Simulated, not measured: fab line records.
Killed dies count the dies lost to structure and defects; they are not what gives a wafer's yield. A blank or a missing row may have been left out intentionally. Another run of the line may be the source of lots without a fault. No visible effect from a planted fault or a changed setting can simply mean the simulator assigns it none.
Which of the tools did it? | flow gf180mcu | Sampling: 12 lots, 36 wafers, 2 of 602 route steps

WHAT THE GAUGES READ, wafer by wafer
GF_V5_RS_MEAS_24: measurement is done with a four-point probe. Usual: V5_W_RS gives 0.330 ohm/sq (standard deviation 0.0037).
lot  | measured     | on            | V5_W_RS (ohm/sq)  | flag
L674 | day 27 00:28 | film metro-04 | 0.328 0.333 0.327 |
L675 | day 27 10:08 | film metro-04 | 0.326 0.325 0.326 |
L676 | day 27 19:47 | film metro-04 | 0.334 0.330 0.332 |
L680 | day 29 01:40 | film metro-01 | 0.329 0.325 0.326 |
L681 | day 29 10:57 | film metro-02 | 0.334 0.322 0.332 |
L684 | day 30 09:36 | film metro-04 | 0.332 0.329 0.327 |
L687 | day 31 06:58 | film metro-04 | 0.329 0.329 0.331 |
L691 | day 32 01:14 | film metro-01 | 0.325 0.326 0.334 |
L692 | day 32 07:36 | film metro-02 | 0.337 0.329 0.329 |
L694 | day 32 20:30 | film metro-01 | 0.335 0.331 0.336 |
L696 | day 33 08:07 | film metro-02 | 0.326 0.324 0.338 |
L697 | day 33 10:44 | film metro-01 | 0.325 0.328 0.330 |

TOOL THAT RAN EACH LOT (tool first, then ch and the chambers of the sampled wafers, then the start)
lot  | GF_V2_ETCH_17
L674 | rie diel-02 ch 2,3, day 20 02:00
L675 | rie diel-01 ch 0,1,3, day 20 13:00
L676 | rie diel-02 ch 1,2, day 20 23:00
L680 | rie diel-01 ch 0,1, day 22 10:00
L681 | rie diel-01 ch 1,3, day 22 21:00
L684 | rie diel-01 ch 0,1,3, day 24 01:00
L687 | rie diel-03 ch 1,2,3, day 25 06:00
L691 | rie diel-02 ch 1,2, day 26 04:00
L692 | rie diel-02 ch 0,2, day 26 08:00
L694 | rie diel-01 ch 0,2,3, day 27 03:00
L696 | rie diel-02 ch 0,2,3, day 27 14:00
L697 | rie diel-02 ch 0,2,3, day 27 21:00
- GF_V2_ETCH_17: etches SiO2 in C4F8/O2/Ar, stops on TiN, target depth 630 nm.

WHAT THE TOOLS THEMSELVES READ (means of the sampled wafers that have a number; where no wafer has one, the mark that the record gives instead)
GF_V2_ETCH_17. Usual: 0.856 a.u. for oes product au, sd 0.0048.
lot  | tool        | oes product au (a.u.) | flag
L674 | rie diel-02 | 0.857                 |
L675 | rie diel-01 | 0.857                 |
L676 | rie diel-02 | 0.853                 |
L680 | rie diel-01 | 0.857                 |
L681 | rie diel-01 | 0.855                 |
L684 | rie diel-01 | 0.853                 |
L687 | rie diel-03 | 0.855                 |
L691 | rie diel-02 | 0.852                 |
L692 | rie diel-02 | 0.856                 |
L694 | rie diel-01 | 0.856                 |
L696 | rie diel-02 | 0.860                 |
L697 | rie diel-02 | 0.856                 |

THE ANSWER, worked out from the rows above alone
Rule: take the mean of a lot's wafers that have a number; if it is more than 3 standard deviations from the usual mean, the lot is off. Also off: a lot with no number at a reading for which 4 or more lots have one. All remaining lots with rows at the step are treated as sound. After the gauges, taken in route order, come the tools' own readings; for these a lot's mean is taken, as printed above. At the first step where some lot is off, the reading lying furthest off is the one used; lots without a number count as furthest.
Nothing can be told from this: no lot is off at any reading shown.

WHAT THE SIMULATOR HAD INSERTED
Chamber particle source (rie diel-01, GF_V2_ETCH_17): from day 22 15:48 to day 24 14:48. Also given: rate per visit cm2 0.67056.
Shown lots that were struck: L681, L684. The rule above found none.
